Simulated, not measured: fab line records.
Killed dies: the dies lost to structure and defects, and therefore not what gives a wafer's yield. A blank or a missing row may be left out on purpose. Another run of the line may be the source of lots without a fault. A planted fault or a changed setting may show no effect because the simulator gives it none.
fab line records ; flow sky130
record lots=12; wafers=36; last-day=50
route steps=708 shown VIA2@521 METAL3@536 CAPM@549 PAD_OPEN@708
lots that met no fault: taken from a fault-free run of the same line
start-h: the number of hours between the record's first day and the start of the first shown wafer of the lot ; wait-h: hours from the lot's prior step to this one ; " unchanged from the row above ; L1.1+2: one row covering several wafers at once ; - no value, or no start given ; * or withheld: withheld ; < > ~ a bound
route shown NAME@n: a module of which the file shows steps, and the number in the route of the first ; usual: average and standard deviation across the fault-free wafers ; same: alike in all rows ; chamber/n: place in a boat ; sites: each site's reading ; _std_site: standard deviation of those values ; _edge_site: mean of outer sites minus mean of inner sites ; radius-mm: how far each site lies from the wafer's centre ; mask NAME#n: copy n ; behind: the tool/chamber that last shaped the wafer ; hold: the reason the lot was held/the length of the hold in hours/how it ended ; device: which transistor (n, p or np) failed to switch ; end of line: at the end of the route, the tests of the same wafers ; where a step has no rows: the recipe by itself ; killed: dies lost to structure and defects at the first sort, not the wafer's yield ; map: the dies of a wafer, with x for killed, . for not killed, _ for no die there
set.NAME: the run value of the setting; set.NAME@STEP: its run value at that earlier step ; model.NAME: the simulator's own value behind a step, which no gauge read
steps of the route over a sample of lots; a table a step, a row a wafer
services: from which hour (start-h, from the record's first day; less than 0 if before it) a tool's chamber was out of use, for how many hours, and why
## steps
# step SKY_VIA2_ETCH_14
# recipe chemistry=N2/H2; target=BARC; ion-energy-ev=200; source-w=500; bias-w=100; pressure-mtorr=30; n2-flow-sccm=100; h2-flow-sccm=200; stop-on=SiO2; time-s=45.9; target-depth-a=600
# usual drypump-motor-current-A=5.8/0.39; oes-product-au=0.854/0.0049; throttle-valve-pct=13.224/0.0097
lot.wafer;tool;chamber;start-h;wait-h;drypump-motor-current-A;oes-product-au;rf-hours-counter-h;throttle-valve-pct
L505.3;rie-diel-03;0;868.28;0.0;5.6;0.854;4;13.233
L505.4;rie-diel-03;2;868.28;0.0;5.5;0.855;9;13.233
L505.5;rie-diel-03;3;868.28;0.0;5.8;0.854;-;13.216
L507.4;rie-diel-02;1;876.11;0.0;6.3;0.861;17;13.222
L507.5;rie-diel-02;3;876.11;0.0;5.4;0.854;-;13.233
L507.6;rie-diel-02;2;876.11;0.0;6.4;0.864;-;13.225
L509.2;rie-diel-03;2;894.28;0.0;5.5;0.841;9;13.235
L509.4;rie-diel-03;1;894.28;0.0;6.1;0.855;16;13.243
L509.6;rie-diel-03;2;894.28;0.0;5.5;0.850;-;13.226
L510.1;rie-diel-02;3;896.26;0.0;5.4;0.845;14;13.218
L510.3;rie-diel-02;1;896.26;0.0;6.4;0.856;18;13.225
L510.4;rie-diel-02;0;896.26;0.0;5.1;0.851;14;13.238
L511.2;rie-diel-02;1;908.23;0.0;6.3;0.862;19;13.218
L511.5;rie-diel-02;2;908.23;0.0;6.4;0.860;-;13.257
L511.6;rie-diel-02;3;908.23;0.0;5.5;0.860;-;13.234
L513.1;rie-diel-02;0;919.57;0.0;5.1;0.854;15;13.216
L513.4;rie-diel-02;1;919.57;0.0;6.3;0.852;19;13.214
L513.5;rie-diel-02;3;919.57;0.0;5.5;0.856;-;13.219
L514.1;rie-diel-04;2;927.72;0.0;6.0;0.867;27;13.224
L514.4;rie-diel-04;3;927.72;0.0;6.2;0.851;21;13.221
L514.6;rie-diel-04;2;927.72;0.0;6.0;0.850;-;13.204
L516.2;rie-diel-03;2;943.33;0.0;5.5;0.854;11;13.213
L516.5;rie-diel-03;1;943.33;0.0;6.1;0.850;-;13.234
L516.6;rie-diel-03;2;943.33;0.0;5.5;0.851;-;13.219
L520.3;rie-diel-02;2;971.73;0.0;6.4;0.857;24;13.211
L520.5;rie-diel-02;3;971.73;0.0;5.5;0.854;-;13.217
L520.6;rie-diel-02;2;971.73;0.0;6.4;0.855;-;13.241
L523.2;rie-diel-04;1;985.01;0.0;5.6;0.852;13;13.220
L523.3;rie-diel-04;3;985.01;0.0;6.2;0.855;23;13.218
L523.5;rie-diel-04;2;985.01;0.0;6.0;0.854;-;13.231
L524.1;rie-diel-03;3;992.28;0.0;5.9;0.848;19;13.225
L524.2;rie-diel-03;0;992.28;0.0;5.7;0.846;8;13.220
L524.6;rie-diel-03;3;992.28;0.0;5.9;0.853;-;13.213
L526.3;rie-diel-03;2;1002.82;0.0;5.5;0.853;12;13.220
L526.4;rie-diel-03;2;1002.82;0.0;5.5;0.857;-;13.232
L526.5;rie-diel-03;3;1002.82;0.0;5.9;0.853;-;13.222
# step SKY_METAL3_SPUTTER_04
# recipe material=TiN; target-thk-nm=70; power-w=6500; time-s=58.3; chamber-pressure-pa=0.4
# usual throttle-valve-pct=30.0/1
lot.wafer;tool;chamber;start-h;wait-h;throttle-valve-pct
L505.3;pvd-sputter-02;-;869.78;0.0;31.2
L505.4;pvd-sputter-02;-;869.78;0.0;29.4
L505.5;pvd-sputter-02;-;869.78;0.0;28.7
L507.4;pvd-sputter-04;-;877.93;0.0;29.1
L507.5;pvd-sputter-04;-;877.93;0.0;29.4
L507.6;pvd-sputter-04;-;877.93;0.0;31.6
L509.2;pvd-sputter-02;-;895.78;0.0;29.3
L509.4;pvd-sputter-02;-;895.78;0.0;29.4
L509.6;pvd-sputter-02;-;895.78;0.0;29.1
L510.1;pvd-sputter-01;-;897.74;0.0;32.4
L510.3;pvd-sputter-01;-;897.74;0.0;29.4
L510.4;pvd-sputter-01;-;897.74;0.0;29.7
L511.2;pvd-sputter-02;-;909.70;0.0;29.1
L511.5;pvd-sputter-02;-;909.70;0.0;29.0
L511.6;pvd-sputter-02;-;909.70;0.0;29.1
L513.1;pvd-sputter-04;-;921.05;0.0;30.0
L513.4;pvd-sputter-04;-;921.05;0.0;29.3
L513.5;pvd-sputter-04;-;921.05;0.0;29.4
L514.1;pvd-sputter-04;-;929.23;0.0;31.4
L514.4;pvd-sputter-04;-;929.23;0.0;29.8
L514.6;pvd-sputter-04;-;929.23;0.0;29.1
L516.2;pvd-sputter-02;-;944.92;0.0;29.2
L516.5;pvd-sputter-02;-;944.92;0.0;31.2
L516.6;pvd-sputter-02;-;944.92;0.0;29.3
L520.3;pvd-sputter-04;-;973.24;0.0;30.0
L520.5;pvd-sputter-04;-;973.24;0.0;30.2
L520.6;pvd-sputter-04;-;973.24;0.0;29.4
L523.2;pvd-sputter-02;-;986.49;0.0;29.3
L523.3;pvd-sputter-02;-;986.49;0.0;29.3
L523.5;pvd-sputter-02;-;986.49;0.0;29.3
L524.1;pvd-sputter-02;-;993.75;0.0;30.9
L524.2;pvd-sputter-02;-;993.75;0.0;29.3
L524.6;pvd-sputter-02;-;993.75;0.0;29.2
L526.3;pvd-sputter-04;-;1004.30;0.0;29.4
L526.4;pvd-sputter-04;-;1004.30;0.0;30.5
L526.5;pvd-sputter-04;-;1004.30;0.0;31.6
# step SKY_CAPM_OVL_MEAS_12
# usual CAPM_OVL=0.0/1.3
lot.wafer;tool;chamber;start-h;wait-h;CAPM_OVL[nm]
L505.3;overlay-01;-;895.17;0.1;-0.1
L505.4;overlay-01;-;895.17;0.1;-1.0
L505.5;overlay-01;-;895.17;0.1;0.4
L507.4;overlay-01;-;903.24;0.1;0.7
L507.5;overlay-01;-;903.24;0.1;0.8
L507.6;overlay-01;-;903.24;0.1;0.6
L509.2;overlay-02;-;921.37;0.1;-1.7
L509.4;overlay-02;-;921.37;0.1;-1.2
L509.6;overlay-02;-;921.37;0.1;0.1
L510.1;overlay-02;-;922.37;0.1;-0.2
L510.3;overlay-02;-;922.37;0.1;2.4
L510.4;overlay-02;-;922.37;0.1;1.6
L511.2;overlay-02;-;934.66;0.1;1.0
L511.5;overlay-02;-;934.66;0.1;-0.3
L511.6;overlay-02;-;934.66;0.1;0.3
L513.1;overlay-01;-;946.91;0.1;-0.9
L513.4;overlay-01;-;946.91;0.1;-0.9
L513.5;overlay-01;-;946.91;0.1;-1.5
L514.1;overlay-02;-;955.47;0.1;0.2
L514.4;overlay-02;-;955.47;0.1;0.4
L514.6;overlay-02;-;955.47;0.1;-0.1
L516.2;overlay-02;-;970.07;0.1;-0.8
L516.5;overlay-02;-;970.07;0.1;0.8
L516.6;overlay-02;-;970.07;0.1;-0.9
L520.3;overlay-02;-;997.42;0.1;1.6
L520.5;overlay-02;-;997.42;0.1;1.5
L520.6;overlay-02;-;997.42;0.1;0.6
L523.2;overlay-01;-;1009.17;0.1;0.4
L523.3;overlay-01;-;1009.17;0.1;2.0
L523.5;overlay-01;-;1009.17;0.1;3.3
L524.1;overlay-01;-;1016.72;0.1;-1.4
L524.2;overlay-01;-;1016.72;0.1;-1.3
L524.6;overlay-01;-;1016.72;0.1;-2.0
L526.3;overlay-01;-;1026.93;0.1;0.7
L526.4;overlay-01;-;1026.93;0.1;0.1
L526.5;overlay-01;-;1026.93;0.1;2.3
# step SKY_CAPM_STRIP_14
# recipe chemistry=O2/N2; power-w=1400; pressure-mtorr=1500; platen-temp-c=withheld; o2-flow-sccm=3000; n2-flow-sccm=300; overash-fraction=0.5
# usual drypump-motor-current-A=5.5/0.33; n2-flow-sccm=300.1/0.91; oes-product-au=0.710/0.005; strip-time-to-endpoint-s=12.66/0.041
lot.wafer;tool;chamber;start-h;wait-h;drypump-motor-current-A;n2-flow-sccm;oes-product-au;rf-hours-counter-h;strip-time-to-endpoint-s
L505.3;plasma-asher-02;0;895.30;0.1;5.4;299.8;0.717;-;12.59
L505.4;plasma-asher-02;1;895.30;0.1;6.1;300.6;0.714;-;12.59
L505.5;plasma-asher-02;1;895.30;0.1;6.1;299.9;0.711;-;12.67
L507.4;plasma-asher-04;1;903.36;0.1;5.6;300.3;0.704;-;12.73
L507.5;plasma-asher-04;1;903.36;0.1;5.6;301.1;0.711;-;12.64
L507.6;plasma-asher-04;0;903.36;0.1;5.0;298.6;0.716;-;12.67
L509.2;plasma-asher-03;0;921.48;0.1;5.6;298.5;0.709;48;12.64
L509.4;plasma-asher-03;0;921.48;0.1;5.6;300.3;0.706;-;12.70
L509.6;plasma-asher-03;0;921.48;0.1;5.6;299.2;0.708;-;12.71
L510.1;plasma-asher-03;1;922.48;0.1;5.2;299.2;0.702;49;12.67
L510.3;plasma-asher-03;1;922.48;0.1;5.2;299.9;0.704;-;12.72
L510.4;plasma-asher-03;0;922.48;0.1;5.6;299.7;0.703;-;12.66
L511.2;plasma-asher-02;0;934.77;0.1;5.4;300.5;0.706;20;12.67
L511.5;plasma-asher-02;1;934.77;0.1;6.1;298.6;0.714;-;12.70
L511.6;plasma-asher-02;0;934.77;0.1;5.4;299.4;0.709;-;12.60
L513.1;plasma-asher-03;0;947.02;0.1;5.6;239.3;0.703;51;12.70
L513.4;plasma-asher-03;1;947.02;0.1;5.1;300.9;0.714;-;12.67
L513.5;plasma-asher-03;0;947.02;0.1;5.5;239.2;0.711;-;12.66
L514.1;plasma-asher-03;0;955.58;0.1;5.6;241.2;0.705;53;12.69
L514.4;plasma-asher-03;1;955.58;0.1;5.2;299.8;0.710;-;12.68
L514.6;plasma-asher-03;1;955.58;0.1;5.1;300.3;0.719;-;12.66
L516.2;plasma-asher-04;1;970.18;0.1;5.7;300.5;0.707;112;12.67
L516.5;plasma-asher-04;1;970.18;0.1;5.6;300.0;0.715;-;12.72
L516.6;plasma-asher-04;0;970.18;0.1;5.1;300.3;0.703;-;12.60
L520.3;plasma-asher-04;0;997.55;0.1;5.1;302.1;0.717;-;12.70
L520.5;plasma-asher-04;1;997.55;0.1;5.7;299.2;0.702;-;12.63
L520.6;plasma-asher-04;0;997.55;0.1;5.1;300.6;0.710;-;12.68
L523.2;plasma-asher-02;0;1009.28;0.1;5.4;298.4;0.709;25;12.70
L523.3;plasma-asher-02;0;1009.28;0.1;5.4;298.9;0.703;-;12.68
L523.5;plasma-asher-02;0;1009.28;0.1;5.4;298.5;0.699;-;12.68
L524.1;plasma-asher-03;1;1016.83;0.1;5.2;301.0;0.716;59;12.72
L524.2;plasma-asher-03;0;1016.83;0.1;5.6;301.4;0.716;59;12.67
L524.6;plasma-asher-03;1;1016.83;0.1;5.1;300.2;0.710;-;12.63
L526.3;plasma-asher-03;1;1027.06;0.1;5.1;301.2;0.710;-;12.68
L526.4;plasma-asher-03;0;1027.06;0.1;5.6;300.2;0.705;-;12.63
L526.5;plasma-asher-03;0;1027.06;0.1;5.6;299.1;0.710;-;12.71
# step SKY_PAD_OPEN_PROBE_99
# usual defect-limited-yield=82.5/1.9; killed_at_M0_to_M3=42/7.2; killed_at_M4_up=3.5/1.8; killed-at-contacts=25/5.7; killed-at-front-end=16/4.6; killed-at-other=0.2/0.41; killed-dies=86/9.3; killed-open=47/6.3; killed-short=39/5.9
# same gross-dies=492; killed-at-back-side=0
lot.wafer;tool;chamber;start-h;wait-h;defect-limited-yield[%];killed_at_M0_to_M3;killed_at_M4_up;killed-at-contacts;killed-at-front-end;killed-at-other;killed-dies;killed-open;killed-short
L505.3;prober-01;-;1093.00;0.2;82.7;47;5;17;16;0;85;46;39
L505.4;prober-01;-;1093.05;0.2;80.3;62;4;23;7;1;97;55;42
L505.5;prober-01;-;1093.10;0.2;81.7;38;6;26;20;0;90;48;42
L507.4;prober-02;-;1101.24;0.2;83.7;44;5;18;13;0;80;43;37
L507.5;prober-02;-;1101.29;0.2;86.2;33;1;21;13;0;68;40;28
L507.6;prober-02;-;1101.34;0.2;85.0;35;4;20;15;0;74;42;32
L511.2;prober-02;-;1125.67;0.1;81.1;49;3;23;18;0;93;52;41
L511.5;prober-02;-;1125.82;0.2;82.7;44;2;29;10;0;85;49;36
L511.6;prober-02;-;1125.87;0.2;81.1;32;4;39;17;1;93;54;39
L513.1;prober-02;-;1133.57;0.1;83.5;38;4;25;14;0;81;39;42
L513.4;prober-02;-;1133.72;0.2;83.7;45;2;19;14;0;80;43;37
L513.5;prober-02;-;1133.77;0.2;80.5;55;2;25;14;0;96;51;45
L516.2;prober-01;-;1152.04;0.1;83.1;43;3;27;10;0;83;47;36
L516.5;prober-01;-;1152.19;0.2;82.5;42;5;19;19;1;86;49;37
L516.6;prober-01;-;1152.24;0.2;81.1;38;5;35;15;0;93;52;41
# killed by level:class
L505.3 VIA1:geometric-particle:open=17 METAL1:geometric-particle:short=6 VIA3:geometric-particle:open=6 LI_CONTACT:geometric-particle:open=5 VIA3:geometric-particle:short=5 FIELD_ISO:geometric-particle:short=4 CONTACT:geometric-particle:short=4 VIA1:geometric-particle:short=4
L505.4 LI_CONTACT:geometric-particle:open=12 VIA3:geometric-particle:open=12 VIA1:geometric-particle:open=11 METAL1:geometric-particle:short=9 VIA1:geometric-particle:short=9 VIA2:geometric-particle:open=7 METAL2:geometric-particle:short=6 CONTACT:geometric-particle:open=5
L505.5 CONTACT:geometric-particle:open=12 VIA1:geometric-particle:open=7 METAL2:geometric-particle:short=7 VIA3:geometric-particle:open=6 SPACER:geometric-particle:short=6 CONTACT:geometric-particle:short=6 VIA2:geometric-particle:open=6 METAL1:geometric-particle:short=5
L507.4 VIA1:geometric-particle:open=11 VIA1:geometric-particle:short=7 VIA2:geometric-particle:open=7 CONTACT:geometric-particle:open=6 CONTACT:geometric-particle:short=5 LI_CONTACT:geometric-particle:open=4 METAL2:geometric-particle:short=4 VIA2:geometric-particle:short=4
L507.5 CONTACT:geometric-particle:open=10 VIA2:geometric-particle:open=7 METAL1:geometric-particle:short=5 VIA1:geometric-particle:open=5 METAL2:geometric-particle:short=5 FIELD_ISO:geometric-particle:open=4 POLY_GATE:geometric-particle:open=4 LOCAL_INTERCONNECT:geometric-particle:short=4
L507.6 VIA1:geometric-particle:open=8 CONTACT:geometric-particle:open=7 LI_CONTACT:geometric-particle:open=6 METAL1:geometric-particle:short=6 FIELD_ISO:geometric-particle:open=5 VIA2:geometric-particle:open=5 FIELD_ISO:geometric-particle:short=4 VIA1:geometric-particle:short=4
L511.2 VIA2:geometric-particle:open=11 VIA1:geometric-particle:open=9 CONTACT:geometric-particle:open=8 METAL1:geometric-particle:short=7 LI_CONTACT:geometric-particle:open=6 FIELD_ISO:geometric-particle:open=5 VIA1:geometric-particle:short=5 LOCAL_INTERCONNECT:geometric-particle:short=4
L511.5 VIA1:geometric-particle:open=15 CONTACT:geometric-particle:open=12 LI_CONTACT:geometric-particle:open=7 METAL2:geometric-particle:short=6 METAL1:geometric-particle:short=5 VIA1:geometric-particle:short=5 VIA3:geometric-particle:open=4 VIA2:geometric-particle:open=4
L511.6 CONTACT:geometric-particle:open=14 LI_CONTACT:geometric-particle:open=10 VIA2:geometric-particle:open=7 CONTACT:geometric-particle:short=6 LOCAL_INTERCONNECT:geometric-particle:short=6 VIA3:geometric-particle:open=5 FIELD_ISO:geometric-particle:short=4 POLY_GATE:geometric-particle:open=4
L513.1 CONTACT:geometric-particle:open=10 VIA2:geometric-particle:open=7 VIA1:geometric-particle:open=7 VIA3:geometric-particle:open=6 LOCAL_INTERCONNECT:geometric-particle:short=5 CONTACT:geometric-particle:short=5 VIA1:geometric-particle:short=5 METAL4:geometric-particle:short=4
L513.4 VIA1:geometric-particle:open=11 CONTACT:geometric-particle:open=8 VIA3:geometric-particle:open=8 LI_CONTACT:geometric-particle:open=6 VIA1:geometric-particle:short=5 VIA3:geometric-particle:short=5 FIELD_ISO:geometric-particle:short=4 POLY_GATE:geometric-particle:short=3
L513.5 VIA1:geometric-particle:open=15 METAL1:geometric-particle:short=10 CONTACT:geometric-particle:open=9 CONTACT:geometric-particle:short=7 VIA1:geometric-particle:short=6 LI_CONTACT:geometric-particle:open=5 METAL2:geometric-particle:short=5 VIA3:geometric-particle:open=5
L516.2 CONTACT:geometric-particle:open=14 METAL1:geometric-particle:short=7 VIA2:geometric-particle:open=7 VIA3:geometric-particle:open=6 POLY_GATE:geometric-particle:short=4 LI_CONTACT:geometric-particle:open=4 VIA1:geometric-particle:open=4 METAL2:geometric-particle:short=4
L516.5 VIA1:geometric-particle:open=10 VIA3:geometric-particle:open=9 VIA2:geometric-particle:open=7 LOCAL_INTERCONNECT:geometric-particle:short=5 POLY_GATE:geometric-particle:short=5 FIELD_ISO:geometric-particle:open=4 FIELD_ISO:geometric-particle:short=4 LI_CONTACT:geometric-particle:open=4
L516.6 VIA1:geometric-particle:open=13 LI_CONTACT:geometric-particle:open=11 CONTACT:geometric-particle:open=9 LOCAL_INTERCONNECT:geometric-particle:short=5 CONTACT:geometric-particle:short=5 FIELD_ISO:geometric-particle:short=4 POLY_GATE:geometric-particle:short=4 METAL2:geometric-particle:short=4
## services
tool;chamber;start-h;hours;kind
plasma-asher-04;-;868.37;3.5;repair
plasma-asher-02;-;900.88;0.5;repair
plasma-asher-03;-;905.22;14.6;pm
pvd-sputter-02;-;908.89;0.5;repair
pvd-sputter-04;-;911.27;3.2;repair
rie-diel-02;-;915.39;0.5;repair
rie-diel-02;3;939.45;8.9;repair
plasma-asher-02;-;946.99;15.2;repair
pvd-sputter-02;-;947.51;4.0;repair
plasma-asher-02;-;956.72;0.5;repair
plasma-asher-02;-;978.00;1.7;repair
pvd-sputter-01;-;981.76;1.7;repair
rie-diel-03;1;1001.77;13.3;repair
pvd-sputter-04;-;1011.22;2.6;repair
plasma-asher-04;-;1015.52;3.1;repair
rie-diel-04;0;1021.34;11.6;repair
## key
first-sign step=SKY_CAPM_STRIP_14; reading=n2-flow-sccm; direction=down; sigmas=66; usual=300.1; struck=239.9
effect none on later readings
met-at SKY_CAPM_STRIP_14
struck-lots L513,L514
struck-wafers L513.1,L513.5,L514.1
not-acting-at SKY_VIA2_ETCH_14,SKY_METAL3_SPUTTER_04,SKY_CAPM_OVL_MEAS_12
onset-between 922.48 947.02
fault kind=process-parameter-drift; tool=plasma-asher-03; chamber=0; onset-h=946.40; steps=SKY_CAPM_STRIP_14; channel=n2-flow-sccm; offset=-60; shape=step; end-h=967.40; acts-in=these-recipes-only; stated=300
